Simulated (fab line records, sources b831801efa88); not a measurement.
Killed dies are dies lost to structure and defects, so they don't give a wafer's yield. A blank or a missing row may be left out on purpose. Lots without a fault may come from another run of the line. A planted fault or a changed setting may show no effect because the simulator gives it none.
Problem report in the 8D (eight disciplines) form, filled by code | flow sky130 | the parts of the form that need people (team, actions taken, sign-off) are left out

1. THE PROBLEM
killed_at_front_end at SKY_PAD_OPEN_PROBE_99 reads a mean of 40 on 2 wafers of 2 lots; wafers without a fault read 14 with a standard deviation of 4.2. That is +6.2 standard deviations from the usual mean.
First seen on wafer L279.6, day 50 04:09, on prober-01. The record holds 6 wafers of 2 lots with a number at this step. Rule for "out", or "out of limits": more than 4 standard deviations from the usual mean. The other wafers with a number count as sound.

2. WHAT IT IS AND WHAT IT IS NOT
question                    | is                   | is not
which readings at this step | killed_at_front_end  | killed_at_M4_up, killed_at_contacts, killed_at_other, killed_open, killed_short
which lots                  | L279, L280           | -
which wafers of those lots  | L279.6, L280.4       | L279.2, L279.5, L280.3, L280.5
read on which tools         | prober-01, prober-02 | -
when                        | from day 50 04:09    | up to then (2 sound wafers); but 2 sound wafers of L280 came after

3. SUSPECTS, AND WHAT RULES EACH OUT
Counting: a tool at a process step up to the reading stays a suspect if it ran every lot that is out. Sound lots after the first of them don't rule it out here, since some wafers of a struck lot are sound.
- rie_diel-03 at SKY_FIELD_ISO_ETCH_15 (etches the open film in CHF3/O2, stops on Si, target depth 180 nm, time 72 s): kept. It ran every lot that is out, first L279 (day 5 21:16).
- Within rie_diel-03 at SKY_FIELD_ISO_ETCH_15: the wafers that are out ran in chamber 2; their sound lot-mates ran in chambers 0, 1, 3.
Left after counting: rie_diel-03 at SKY_FIELD_ISO_ETCH_15.

4. THE CAUSE (what the simulator had put in)
Chamber particle source: rie_diel-03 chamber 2, from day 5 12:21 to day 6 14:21, at SKY_FIELD_ISO_ETCH_15. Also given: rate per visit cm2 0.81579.
Counting left only this tool.

5. THE CHAIN OF EFFECTS, in route order
Each row: a reading whose mean over the struck wafers that have a number lies more than 3 standard deviations from the usual. Only readings for which the record gives a usual standard deviation are gone through. hours: the time from each lot's start at the first step in this table that gives one to its start at this step, as a median over the lots. sigmas: the change in usual standard deviations.
hours | step                  | reading             | usual | on struck wafers | change | sigmas
0     | SKY_PAD_OPEN_PROBE_99 | killed_at_front_end | 14    | 40               | +26    | +6.2
0     | SKY_PAD_OPEN_PROBE_99 | killed_on_rim       | 16    | 27               | +11    | +3.3
The process steps in it:
- SKY_PAD_OPEN_PROBE_99

6. WHAT WOULD HAVE CAUGHT IT SOONER
In this record the first reading out of limits was taken at day 50 04:09, 1072 hours after the fault began at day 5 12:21.
Of the tool readings at SKY_FIELD_ISO_ETCH_15 for which the record gives a usual standard deviation, none was out on any struck wafer, so an alarm limit of 4 standard deviations on them would not have fired.
All the lots that are out (2) had begun SKY_FIELD_ISO_ETCH_15 on rie_diel-03 by day 50 04:09. A hold on the tool at that time would have spared none of them.
